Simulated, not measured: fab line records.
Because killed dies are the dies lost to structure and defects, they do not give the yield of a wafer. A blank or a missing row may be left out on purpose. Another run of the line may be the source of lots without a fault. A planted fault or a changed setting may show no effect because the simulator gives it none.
Which of the tools did it? + flow gf180mcu + 13 lots, 39 wafers sampled, at 6 steps of a route of 602

== WHAT THE GAUGES SHOWED, per wafer ==
GF_MVPSD_OVL_MEAS_07. Usual: MVPSD_OVL gives -0.3 nm (standard deviation 1.7).
| lot  | measured     | on         | MVPSD_OVL (nm) | flag |
|------|--------------|------------|----------------|------|
| L928 | day 4 23:24  | overlay-02 | 1.0 0.7 0.6    |      |
| L929 | day 5 04:54  | overlay-02 | -3.9 -3.1 -2.6 |      |
| L930 | day 5 13:26  | overlay-01 | -2.0 0.1 -0.5  |      |
| L931 | day 5 16:38  | overlay-01 | 0.3 1.6 1.6    |      |
| L932 | day 5 22:19  | overlay-02 | -1.2 -0.5 -0.5 |      |
| L934 | day 6 12:38  | overlay-01 | -2.0 -0.6 -0.5 |      |
| L935 | day 6 19:28  | overlay-02 | -0.6 -1.0 0.2  |      |
| L937 | day 7 05:44  | overlay-02 | 0.2 -1.6 -1.7  |      |
| L940 | day 7 23:59  | overlay-01 | -0.4 -1.0 -1.7 |      |
| L948 | day 10 00:46 | overlay-01 | -0.3 -0.2 -1.2 |      |
| L949 | day 10 08:26 | overlay-02 | 0.1 -1.3 0.4   |      |
| L950 | day 10 11:56 | overlay-01 | -2.8 -2.5 -2.5 |      |
| L951 | day 10 15:50 | overlay-02 | 3.4 2.6 2.9    |      |

GF_HV_LDD_CD_MEAS_19: the cd target is 400 nm. Usual: cd_nm 400.5 nm, standard deviation 2.3.
| lot  | measured     | on        | cd_nm (nm)        | flag |
|------|--------------|-----------|-------------------|------|
| L928 | day 10 23:29 | cd_sem-01 | 399.5 397.7 397.5 |      |
| L929 | day 11 05:23 | cd_sem-01 | 401.8 400.0 404.1 |      |
| L930 | day 11 17:01 | cd_sem-01 | 401.4 402.4 400.1 |      |
| L931 | day 11 17:42 | cd_sem-01 | 404.4 407.0 406.1 |      |
| L932 | day 12 01:07 | cd_sem-01 | 397.4 399.0 398.7 |      |
| L934 | day 12 16:05 | cd_sem-02 | 401.4 401.6 402.1 |      |
| L935 | day 13 02:34 | cd_sem-01 | 397.1 396.9 396.6 |      |
| L937 | day 13 11:35 | cd_sem-01 | 402.0 403.8 399.5 |      |
| L940 | day 14 13:09 | cd_sem-02 | - - -             | OFF  |
| L948 | day 17 00:26 | cd_sem-01 | 398.8 398.4 398.7 |      |
| L949 | day 17 12:54 | cd_sem-02 | 404.0 400.5 402.6 |      |
| L950 | day 17 16:01 | cd_sem-01 | 399.8 403.2 401.4 |      |
| L951 | day 17 20:12 | cd_sem-01 | 398.4 396.9 400.0 |      |

GF_HV_LDD_TW_MEAS_23. Usual: HV_LDD_2_TW gives 1048 (standard deviation 6.3).
| lot  | measured     | on            | HV_LDD_2_TW    | flag |
|------|--------------|---------------|----------------|------|
| L928 | day 10 23:52 | film_metro-02 | 1043 1048 1051 |      |
| L929 | day 11 05:47 | film_metro-02 | 1045 1044 1042 |      |
| L930 | day 11 17:25 | film_metro-04 | 1051 1059 1051 |      |
| L931 | day 11 18:05 | film_metro-02 | 1043 1034 1041 |      |
| L932 | day 12 01:30 | film_metro-04 | 1062 1058 1053 |      |
| L934 | day 12 16:29 | film_metro-02 | 1045 1038 1046 |      |
| L935 | day 13 02:58 | film_metro-02 | 1049 1056 1048 |      |
| L937 | day 13 11:59 | film_metro-04 | 1051 1064 1052 |      |
| L940 | day 14 13:32 | film_metro-02 | 30 30 30       | OFF  |
| L948 | day 17 00:50 | film_metro-02 | 1044 1043 1042 |      |
| L949 | day 17 13:16 | film_metro-01 | 1042 1045 1042 |      |
| L950 | day 17 16:25 | film_metro-02 | 1048 1046 1045 |      |
| L951 | day 17 20:35 | film_metro-01 | 1043 1041 1039 |      |

GF_V2_BOW_MEAS_05. Usual: V2_BOW gives 100 um (standard deviation 7.8).
| lot  | measured     | on            | V2_BOW (um) | flag |
|------|--------------|---------------|-------------|------|
| L928 | day 19 13:36 | film_metro-01 | 100 103 100 |      |
| L929 | day 19 20:37 | film_metro-04 | 91 82 92    |      |
| L930 | day 20 09:42 | film_metro-02 | 96 98 108   |      |
| L931 | day 20 10:45 | film_metro-01 | 107 101 93  |      |
| L932 | day 20 20:03 | film_metro-04 | 95 104 90   |      |
| L934 | day 21 14:37 | film_metro-02 | 101 109 112 |      |
| L935 | day 22 02:07 | film_metro-04 | 93 92 101   |      |
| L937 | day 22 13:07 | film_metro-01 | 119 109 123 |      |
| L948 | day 26 06:47 | film_metro-01 | 98 110 95   |      |
| L949 | day 26 14:17 | film_metro-04 | 110 108 104 |      |
| L950 | day 26 15:46 | film_metro-01 | 98 101 92   |      |
| L951 | day 26 20:50 | film_metro-04 | 106 109 104 |      |

== EACH LOT AND THE TOOL THAT RAN IT (in order: tool; ch and the chambers of the sampled wafers; start) ==
| lot  | GF_HV_LDD_EXPOSE_16                 | GF_SALICIDE_SPUTTER_03       |
|------|-------------------------------------|------------------------------|
| L928 | iline_stepper-02 ch 0, day 10 14:39 | pvd_sputter-02, day 15 08:28 |
| L929 | iline_stepper-01 ch 0, day 10 20:29 | pvd_sputter-04, day 15 16:23 |
| L930 | iline_stepper-01 ch 0, day 11 07:20 | pvd_sputter-02, day 16 05:16 |
| L931 | iline_stepper-01 ch 0, day 11 09:06 | pvd_sputter-02, day 16 05:40 |
| L932 | iline_stepper-02 ch 0, day 11 15:37 | pvd_sputter-03, day 16 14:13 |
| L934 | iline_stepper-01 ch 0, day 12 07:02 | pvd_sputter-02, day 17 08:04 |
| L935 | iline_stepper-02 ch 0, day 12 16:31 | pvd_sputter-03, day 17 19:37 |
| L937 | iline_stepper-01 ch 0, day 13 02:13 | pvd_sputter-02, day 18 06:50 |
| L940 | iline_stepper-02 ch 0, day 14 03:11 | -                            |
| L948 | iline_stepper-02 ch 0, day 16 13:06 | pvd_sputter-04, day 22 06:08 |
| L949 | iline_stepper-02 ch 0, day 17 01:43 | pvd_sputter-04, day 22 17:36 |
| L950 | iline_stepper-01 ch 0, day 17 04:53 | pvd_sputter-04, day 22 19:10 |
| L951 | iline_stepper-01 ch 0, day 17 09:03 | pvd_sputter-02, day 22 23:59 |
- GF_HV_LDD_EXPOSE_16: exposes mask Pplus LV AREA, target cd 400 nm.
- GF_SALICIDE_SPUTTER_03: material TiN, target thk 20 nm, time 16.7 s.

== AS READ BY THE TOOLS THEMSELVES (means over the sampled wafers that have a number; for cases with no such wafer, the mark the record gives instead) ==
GF_SALICIDE_SPUTTER_03. Usual: throttle_valve_pct 29.3 %, standard deviation 0.89.
| lot  | tool           | throttle_valve_pct (%) | flag |
|------|----------------|------------------------|------|
| L928 | pvd_sputter-02 | 28.5                   |      |
| L929 | pvd_sputter-04 | 30.8                   |      |
| L930 | pvd_sputter-02 | 29.2                   |      |
| L931 | pvd_sputter-02 | 28.4                   |      |
| L932 | pvd_sputter-03 | 29.6                   |      |
| L934 | pvd_sputter-02 | 29.3                   |      |
| L935 | pvd_sputter-03 | 29.7                   |      |
| L937 | pvd_sputter-02 | 29.3                   |      |
| L948 | pvd_sputter-04 | 30.1                   |      |
| L949 | pvd_sputter-04 | 29.3                   |      |
| L950 | pvd_sputter-04 | 29.9                   |      |
| L951 | pvd_sputter-02 | 28.6                   |      |

== THE ANSWER, worked out from the rows above alone ==
Rule: a lot counts as off when the mean over its wafers that have a number is more than 3 standard deviations away from the usual mean. A lot without any number at a reading at which 4 lots or more have one is off too. Any other lot the step has rows for is counted as sound. After the gauges, taken in route order, come the tools' own readings; for these a lot's mean is taken, as printed above. The first step at which some lot is off is used, and at that step the reading that is off furthest; a lot without a number counts as furthest.
Off: L940, at GF_HV_LDD_CD_MEAS_19 (cd_nm). Without a number there: L940.
A tool fits if, at a process step before that reading, it ran every lot that is off, and no sound lot after the first of them. The gauges at GF_HV_LDD_CD_MEAS_19 aren't tried: what is off there is off at GF_HV_LDD_TW_MEAS_23 too, on other tools, and a gauge's error can't cause that. Of those tried, none fits.

== WHAT THE SIMULATOR PUT IN ==
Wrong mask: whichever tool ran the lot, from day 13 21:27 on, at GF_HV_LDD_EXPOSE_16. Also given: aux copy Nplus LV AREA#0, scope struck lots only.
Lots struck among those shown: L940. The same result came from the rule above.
